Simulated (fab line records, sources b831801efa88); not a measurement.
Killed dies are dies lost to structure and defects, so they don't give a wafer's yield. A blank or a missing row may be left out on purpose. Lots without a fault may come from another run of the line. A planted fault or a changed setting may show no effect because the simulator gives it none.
Which tool did it? | flow gf180mcu | 11 lots, 33 wafers sampled, at 4 steps of a route of 602

WHAT THE GAUGES READ, wafer by wafer
GF_V3_THK_MEAS_03. Usual: V3_CVD_02_THK 851 nm, standard deviation 14.
lot  | measured     | on            | V3_CVD_02_THK (nm) | flag
L352 | day 22 08:12 | film_metro-04 | 830 848 842        |
L356 | day 23 21:26 | film_metro-02 | 843 856 931        |
L357 | day 24 05:05 | film_metro-04 | 921 857 835        |
L358 | day 24 14:57 | film_metro-04 | 850 850 882        |
L360 | day 25 08:28 | film_metro-02 | 831 921 845        |
L363 | day 26 06:25 | film_metro-03 | 856 869 870        |
L364 | day 26 21:41 | film_metro-02 | 833 849 851        |
L365 | day 27 02:20 | film_metro-04 | 836 841 862        |
L368 | day 28 12:51 | film_metro-04 | 855 834 842        |
L369 | day 28 16:55 | film_metro-02 | 856 875 843        |
L372 | day 29 04:40 | film_metro-02 | 826 828 858        |

WHICH TOOL RAN EACH LOT (tool, then ch and the chambers of the sampled wafers, then the start)
lot  | GF_V1_ETCH_17                                 | GF_M3_SPUTTER_04             | GF_V3_CVD_02
L352 | rie_diel-01 ch 0,1, day 21 07:29 or earlier   | pvd_sputter-04, day 21 07:29 | pecvd-03 ch 0,2, day 22 08:08
L356 | rie_diel-02 ch 0,1,2, day 22 22:37 or earlier | pvd_sputter-02, day 22 22:37 | pecvd-03 ch 0,1,2, day 23 21:22
L357 | rie_diel-01 ch 0,1,2, day 23 05:02 or earlier | pvd_sputter-02, day 23 05:02 | pecvd-03 ch 0,1,2, day 24 05:01
L358 | rie_diel-02 ch 0,1,2, day 23 15:59 or earlier | pvd_sputter-03, day 23 15:59 | pecvd-02 ch 1,2, day 24 14:50
L360 | rie_diel-02 ch 1,2,3, day 24 09:52 or earlier | pvd_sputter-04, day 24 09:52 | pecvd-03 ch 0,2, day 25 08:23
L363 | rie_diel-04 ch 1,2, day 25 07:59 or earlier   | pvd_sputter-03, day 25 07:59 | pecvd-02 ch 0,2, day 26 06:20
L364 | rie_diel-01 ch 0,1,2, day 25 23:42 or earlier | pvd_sputter-03, day 25 23:42 | pecvd-02 ch 0,1, day 26 21:35
L365 | rie_diel-04 ch 0,2, day 26 04:14 or earlier   | pvd_sputter-03, day 26 04:14 | pecvd-02 ch 0,2, day 27 02:15
L368 | rie_diel-01 ch 0,3, day 26 21:38 or earlier   | pvd_sputter-02, day 26 21:38 | pecvd-03 ch 1,2, day 28 12:46
L369 | rie_diel-02 ch 1,2,3, day 27 11:42 or earlier | pvd_sputter-03, day 27 11:42 | pecvd-04 ch 0,1,2, day 28 16:49
L372 | rie_diel-01 ch 1,3, day 28 16:37 or earlier   | pvd_sputter-04, day 28 16:37 | pecvd-02 ch 0,1,2, day 29 04:36
- GF_V1_ETCH_17: etches SiO2 in C4F8/O2/Ar, stops on TiN, target depth 630 nm.
- GF_M3_SPUTTER_04: material TiN, target thk 50 nm, time 41.7 s.
- GF_V3_CVD_02: deposits SiO2 from TEOS, target thk 850 nm, time 94.851 s.

WHAT THE TOOLS THEMSELVES READ (means of the sampled wafers that have a number; where no wafer has one, the mark that the record gives instead)
GF_V1_ETCH_17. Usual: oes_product_au 0.855 a.u., standard deviation 0.0048.
lot  | tool        | oes_product_au (a.u.) | flag
L352 | rie_diel-01 | 0.854                 |
L356 | rie_diel-02 | 0.853                 |
L357 | rie_diel-01 | 0.858                 |
L358 | rie_diel-02 | 0.858                 |
L360 | rie_diel-02 | 0.851                 |
L363 | rie_diel-04 | 0.850                 |
L364 | rie_diel-01 | 0.861                 |
L365 | rie_diel-04 | 0.856                 |
L368 | rie_diel-01 | 0.857                 |
L369 | rie_diel-02 | 0.856                 |
L372 | rie_diel-01 | 0.858                 |

GF_M3_SPUTTER_04. Usual: cathode_dc_power_W 6500.1 W, standard deviation 1.1; throttle_valve_pct 30.4 %, standard deviation 0.82.
lot  | tool           | cathode_dc_power_W (W) | throttle_valve_pct (%) | flag
L352 | pvd_sputter-04 | 6499.7                 | 30.8                   |
L356 | pvd_sputter-02 | 6500.5                 | 31.4                   |
L357 | pvd_sputter-02 | 6500.1                 | 30.8                   |
L358 | pvd_sputter-03 | 6499.4                 | 30.5                   |
L360 | pvd_sputter-04 | 6499.3                 | 29.8                   |
L363 | pvd_sputter-03 | 6499.1                 | 30.4                   |
L364 | pvd_sputter-03 | 6500.2                 | 31.1                   |
L365 | pvd_sputter-03 | 6501.0                 | 30.7                   |
L368 | pvd_sputter-02 | 6498.9                 | 30.4                   |
L369 | pvd_sputter-03 | 6500.7                 | 31.1                   |
L372 | pvd_sputter-04 | 6500.0                 | 29.6                   |

GF_V3_CVD_02. Usual: heater_power_outer_w 369 W, standard deviation 52; heater_power_w 625 W, standard deviation 76.
lot  | tool     | heater_power_outer_w (W) | heater_power_w (W) | flag
L352 | pecvd-03 | 388                      | 689                |
L356 | pecvd-03 | 354                      | 605                |
L357 | pecvd-03 | 363                      | 612                |
L358 | pecvd-02 | 309                      | 570                |
L360 | pecvd-03 | 428                      | 750                |
L363 | pecvd-02 | 398                      | 675                |
L364 | pecvd-02 | 347                      | 599                |
L365 | pecvd-02 | 358                      | 614                |
L368 | pecvd-03 | 388                      | 655                |
L369 | pecvd-04 | 378                      | 629                |
L372 | pecvd-02 | 368                      | 641                |

THE ANSWER, worked out from the rows above alone
Rule: a lot is off if the mean of its wafers that have a number lies more than 3 standard deviations from the usual mean. A lot without any number at a reading at which 4 lots or more have one is off too. The other lots that the step has rows for count as sound. The gauges are gone through in route order, then the tools' own readings, and for those a lot's mean is taken as printed above. The first step at which some lot is off is used, and at that step the reading that is off furthest; a lot without a number counts as furthest.
No lot is off at any reading shown: from this, nothing can be told.

WHAT THE SIMULATOR HAD PUT IN
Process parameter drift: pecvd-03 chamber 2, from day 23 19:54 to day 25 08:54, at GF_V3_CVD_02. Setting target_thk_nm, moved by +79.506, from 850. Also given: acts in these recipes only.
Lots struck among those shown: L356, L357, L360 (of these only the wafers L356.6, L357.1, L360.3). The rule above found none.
